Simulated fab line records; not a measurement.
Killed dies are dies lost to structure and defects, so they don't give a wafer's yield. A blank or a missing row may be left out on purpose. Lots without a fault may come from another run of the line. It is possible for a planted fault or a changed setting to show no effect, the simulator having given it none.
A lot that was struck, set against a sound lot | flow sky130 | 17 out of 708 route steps
Sound: the wafers L787.2, L787.3, L787.5. Struck: wafers L800.1, L800.3, L800.4. Last of all comes the cause.
Order at every step that has rows: each side's tool, ch and its chambers, its first start. Under that, the readings that differ: sound wafers | struck wafers | difference of the means | sigmas: that difference in standard deviations of wafers without a fault.
alike: a reading whose means differ by less than 2 such deviations, as well as words and numbers matching on both sides. not compared: withheld readings; readings where some wafer has no value; bounds like >300 that might hide an equal value; numbers whose values overlap and for which the record gives no deviation.
A row with sigmas, a row that says differs or no value, or rows on one side alone: a step with any of these is where the two part. Non-overlapping numbers with no deviation appear without sigmas and do not part them. A reading that every wafer of one side lacks parts them only if that side has two wafers or more.

SKY_POLY_GATE_THK_MEAS_04:
  struck on film-metro-02, day 19 20:11; sound on film-metro-03, day 14 14:41
  alike: POLY_GATE_CVD_03_THK
then, 8 steps without rows for these wafers: SKY_POLY_GATE_DEHYDRATE_05 (time 60 s); SKY_POLY_GATE_HMDS_06 (prime time 60 s); SKY_POLY_GATE_COAT_07 (resist thk 110 nm); SKY_POLY_GATE_COAT_08 (resist thk 450 nm); SKY_POLY_GATE_SOFTBAKE_09 (time 90 s); SKY_POLY_GATE_EXPOSE_10 (exposes mask P1M, target cd 150 nm); SKY_POLY_GATE_PEB_11; SKY_POLY_GATE_DEVELOP_12 (develop time 60 s).
SKY_POLY_GATE_CD_MEAS_13: the cd target is 150 nm.
  struck on cd-sem-02, day 21 02:04; sound on cd-sem-01, day 15 17:56
  alike: cd-nm
SKY_POLY_GATE_OVL_MEAS_14:
  struck on overlay-01, day 21 02:11; sound on overlay-02, day 15 18:02
  alike: POLY_GATE_OVL
SKY_POLY_GATE_ETCH_15: etches BARC in N2/H2, stops on SiO2, time 118.5 s, target depth 110 nm.
  sound on rie-diel-01 ch 0,1,2, day 15 18:04; struck on rie-diel-01 ch 1,2,3, day 21 02:13
  alike: drypump-motor-current-A, oes-product-au, run-length-s, throttle-valve-pct
  not compared: rf-hours-counter-h
SKY_POLY_GATE_ETCH_16: etches Si3N4 in CH3F/O2, stops on poly-Si, time 147.5 s, target depth 75 nm.
  sound on rie-diel-01 ch 0,1,2, day 15 18:09; struck on rie-diel-01 ch 1,2,3, day 21 02:18
  reading                                          | sound             | struck            | difference | sigmas
  oes-product-au (a.u.)                            | 0.643 0.641 0.637 | 0.608 0.598 0.597 | -0.039     | -8
  run-length-s (s)                                 | 175.7 176.3 175.4 | 200.9 201.4 200.1 | +25.0      | +68
  model.KrF-thick_of_POLY_GATE_COAT_08.thk-nm (nm) | 233.7 235.7 235.3 | 210 215.7 214.3   | -22        |
  model.poly-Si_of_POLY_GATE_CVD_00.thk-nm (nm)    | 183.1 181.7 180.7 | 173.2 173.9 174.9 | -7.8       |
  alike: drypump-motor-current-A, throttle-valve-pct
  not compared: rf-hours-counter-h
SKY_POLY_GATE_ETCH_17: etches poly-Si in HBr/Cl2, stops on SiO2, target depth 180 nm, time 70.5 s.
  sound on rie-si-01 ch 0,2, day 15 18:15; struck on rie-si-01 ch 0,1,2, day 21 02:24
  reading                                          | sound             | struck            | difference | sigmas
  oes-product-au (a.u.)                            | 0.998 0.980 0.991 | 0.972 0.969 0.972 | -0.019     | -3
  model.KrF-thick_of_POLY_GATE_COAT_08.thk-nm (nm) | 139.2 142.9 141.6 | 117.5 121.8 120.3 | -21.4      |
  model.etch.depth-nm (nm)                         | 181 177.8 179.4   | 173.2 173.9 174.9 | -5.4       |
  model.POLY_GATE.feature-depth-nm (nm)            | 181 177.8 179.4   | 173.2 174 174.9   | -5.4       |
  alike: drypump-motor-current-A, run-length-s, throttle-valve-pct
  not compared: rf-hours-counter-h
SKY_POLY_GATE_STRIP_18: strips in O2/N2.
  sound on plasma-asher-03 ch 0,1, day 15 18:18; struck on plasma-asher-03 ch 0,1, day 21 02:27
  reading                      | sound             | struck            | difference | sigmas
  oes-product-au (a.u.)        | 0.359 0.365 0.362 | 0.348 0.348 0.350 | -0.013     | -3
  strip-time-to-endpoint-s (s) | 3.148 3.194 3.197 | 2.912 2.961 2.971 | -0.232     | -10
  alike: drypump-motor-current-A
  not compared: rf-hours-counter-h
then, 1 step without rows for these wafers: SKY_POLY_GATE_CLEAN_19 (cleans in SC1/SC2, time 150 s).
-- the record jumps here: 28 days lie between the struck wafers' starts before and after (it left off in module POLY_GATE and takes up again in module PAD_OPEN, whose first step shown is number 708 of the route) --
SKY_PAD_OPEN_PROBE_99:
  struck on prober-01, day 48 17:06; sound on prober-02, day 45 02:26
  alike: killed_at_M0_to_M3, killed_at_M4_up, killed-at-contacts, killed-at-front-end, killed-at-other, killed-dies, killed-open, killed-short

WHERE THEY PART
Last at SKY_POLY_GATE_STRIP_18 as far as this record goes, first at SKY_POLY_GATE_ETCH_16. Later steps at which nothing parts them and some readings are alike: SKY_PAD_OPEN_PROBE_99.

WHY: what the simulator had put in
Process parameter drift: rie-diel-01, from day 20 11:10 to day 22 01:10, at SKY_POLY_GATE_ETCH_16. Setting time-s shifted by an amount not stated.
